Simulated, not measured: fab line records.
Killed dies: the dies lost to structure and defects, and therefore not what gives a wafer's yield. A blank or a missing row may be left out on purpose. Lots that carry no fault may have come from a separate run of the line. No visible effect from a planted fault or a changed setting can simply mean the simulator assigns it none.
The tool behind it: which one?    flow sky130    route of 708 steps, sampled at 1 step: 12 lots, 36 wafers

## WHAT EACH GAUGE READ, for each wafer
SKY_METAL1_OVL_MEAS_16.
lot   measured      on          METAL1_OVL (nm)
L075  day 33 04:31  overlay-02  3 -1 -2
L077  day 33 16:10  overlay-02  -6 -13 -6
L079  day 34 04:25  overlay-02  3 10 7
L081  day 35 10:36  overlay-01  8 6 2
L083  day 36 12:09  overlay-01  2 0 -11
L084  day 36 18:05  overlay-02  -2 -12 -2
L088  day 37 11:00  overlay-02  -6 4 1
L090  day 38 07:43  overlay-02  5 5 -5
L091  day 38 17:34  overlay-02  -3 4 -6
L093  day 38 20:34  overlay-02  5 0 -3
L094  day 39 07:20  overlay-02  -12 -7 -14
L097  day 39 19:20  overlay-01  -3 -4 -7

## WHICH TOOL RAN EACH LOT (tool, then ch and the chambers of the sampled wafers, then the start)
Before these readings, the record contains no process step.

## THE ANSWER, worked out from the rows above alone
Rule: what is usual is taken from the lots themselves. The widest of any qualifying gaps counts: lots, ordered by their means at a reading, are off when they make up no more than a third of the lots, leave a main group of 4 or more, and stand apart from it by 3 or more times the standard deviation of that group's means. The tables above print the reading to a certain number of digits; a main group whose means all agree to those digits is not used. Also off: a lot with no number at a reading for which 4 or more lots have one. All remaining lots with rows at the step are treated as sound.
No lot is off at any reading shown: from this, nothing can be told.

## WHAT HAD BEEN PUT IN BY THE SIMULATOR
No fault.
